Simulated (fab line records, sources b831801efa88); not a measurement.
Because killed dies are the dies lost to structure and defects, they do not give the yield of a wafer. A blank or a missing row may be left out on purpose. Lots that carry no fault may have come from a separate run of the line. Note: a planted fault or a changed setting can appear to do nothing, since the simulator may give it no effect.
Chamber matching | flow sky130 | SKY_VIA1_CMP_02 on cmp-01: 4 sister chambers
The step polishes SiO2. 18 wafers are shown with their chamber, then 9 later ones without.

== WAFERS WITH THEIR CHAMBER ==
wafer  | chamber | motor-current-A (A)
L491.2 | 1       | 13.7
L491.5 | 0       | 11.5
L491.6 | 1       | 14.2
L492.1 | 3       | 9.3
L492.4 | 1       | 14.2
L492.6 | 0       | 12.0
L493.1 | 1       | 13.0
L493.4 | 0       | 11.0
L493.6 | 1       | 13.9
L497.1 | 2       | 13.6
L497.2 | 3       | 9.2
L497.5 | 0       | 11.5
L499.1 | 0       | 11.6
L499.2 | 2       | 14.5
L499.5 | 3       | 9.4
L501.2 | 0       | 12.0
L501.3 | 1       | 14.3
L501.5 | 2       | 14.6

SIGNATURES (means of the wafers above)
reading         | chamber 0 | chamber 1 | chamber 2 | chamber 3 | scatter within a chamber
motor-current-A | 11.600    | 13.883    | 14.233    | 9.300     | 0.424
Rule: for each reading, subtract the chamber's mean from the wafer's reading, divide by that reading's scatter and square the result; add these up over the readings and take the root, which gives the wafer's distance from the chamber. If the next closest chamber is less than 2 further off than the closest, the wafer can't be placed; otherwise it belongs to the closest. The scatter: the root of (the sum of the squares of (reading less its chamber's mean) over the shown wafers, divided by (wafers less chambers)).

== WAFERS WITHOUT THEIR CHAMBER ==
wafer  | motor-current-A (A)
L502.1 | 11.8
L502.2 | 14.1
L502.3 | 14.0
L503.1 | 9.4
L503.2 | 14.2
L503.6 | 14.1
L505.3 | 14.0
L505.5 | 13.8
L505.6 | 11.9

== CHAMBER TAKEN BY EACH ==
wafer  | from the rows above     | in truth
L502.1 | 0                       | 0
L502.2 | can't be placed: 2 or 1 | 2
L502.3 | can't be placed: 1 or 2 | 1
L503.1 | 3                       | 3
L503.2 | can't be placed: 2 or 1 | 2
L503.6 | can't be placed: 2 or 1 | 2
L505.3 | can't be placed: 1 or 2 | 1
L505.5 | can't be placed: 1 or 2 | 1
L505.6 | 0                       | 0
Placed correctly: 3 of 9. From these rows, 6 cannot be placed; in 6 the true chamber is one of the candidates. Wrongly placed: 0.
